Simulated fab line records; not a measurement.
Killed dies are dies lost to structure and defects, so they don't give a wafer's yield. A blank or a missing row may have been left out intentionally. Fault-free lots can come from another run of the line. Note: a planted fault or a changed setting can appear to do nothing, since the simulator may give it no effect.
Chamber matching + flow gf180mcu + cmp-02 running GF_V2_CMP_04: 4 sister chambers
The step polishes SiO2. 4 wafers are shown with their chamber, then 12 later ones without.

WAFERS WITH THEIR CHAMBER
| wafer  | chamber | motor_current_A (A) |
|--------|---------|---------------------|
| L084.2 | 1       | 13.2                |
| L085.5 | 0       | 13.1                |
| L090.4 | 2       | 11.7                |
| L090.5 | 3       | 12.2                |

WAFERS WITH NO CHAMBER GIVEN
| wafer  | motor_current_A (A) |
|--------|---------------------|
| L091.4 | 14.2                |
| L091.5 | 11.2                |
| L091.6 | 13.0                |
| L093.2 | 12.3                |
| L093.4 | 11.1                |
| L093.5 | 11.4                |
| L095.1 | 13.6                |
| L095.2 | 11.3                |
| L095.6 | 14.1                |
| L097.1 | 11.0                |
| L097.2 | 13.2                |
| L097.3 | 13.0                |

THE CHAMBER EACH PASSED THROUGH
| wafer  | from the rows above               | in truth |
|--------|-----------------------------------|----------|
| L091.4 | can't be placed: 1 or 0 or 3      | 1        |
| L091.5 | can't be placed: 2 or 3           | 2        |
| L091.6 | can't be placed: 0 or 1 or 3      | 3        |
| L093.2 | can't be placed: 3 or 2 or 0 or 1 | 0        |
| L093.4 | can't be placed: 2 or 3           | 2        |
| L093.5 | can't be placed: 2 or 3           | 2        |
| L095.1 | can't be placed: 1 or 0 or 3      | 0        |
| L095.2 | can't be placed: 2 or 3           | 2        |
| L095.6 | can't be placed: 1 or 0 or 3      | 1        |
| L097.1 | can't be placed: 2 or 3           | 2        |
| L097.2 | can't be placed: 1 or 0 or 3      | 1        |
| L097.3 | can't be placed: 0 or 1 or 3      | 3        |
0 of 12 placed correctly. Not placeable from these rows: 12 (in 12, the candidates include the true chamber). Placed wrongly: 0.
How it was worked out, from the rows above alone: a wafer's distance from a chamber is the root of the sum, over the readings, of the square of ((its reading less the chamber's mean) divided by the reading's scatter). The wafer belongs to the nearest chamber; if the next one is less than 2 further off, it can't be placed. The mean given for a chamber averages the wafers shown for that chamber. The scatter (one wafer shown for each chamber): square how far every hidden wafer sits from the nearest shown wafer, average those squares and take the square root.
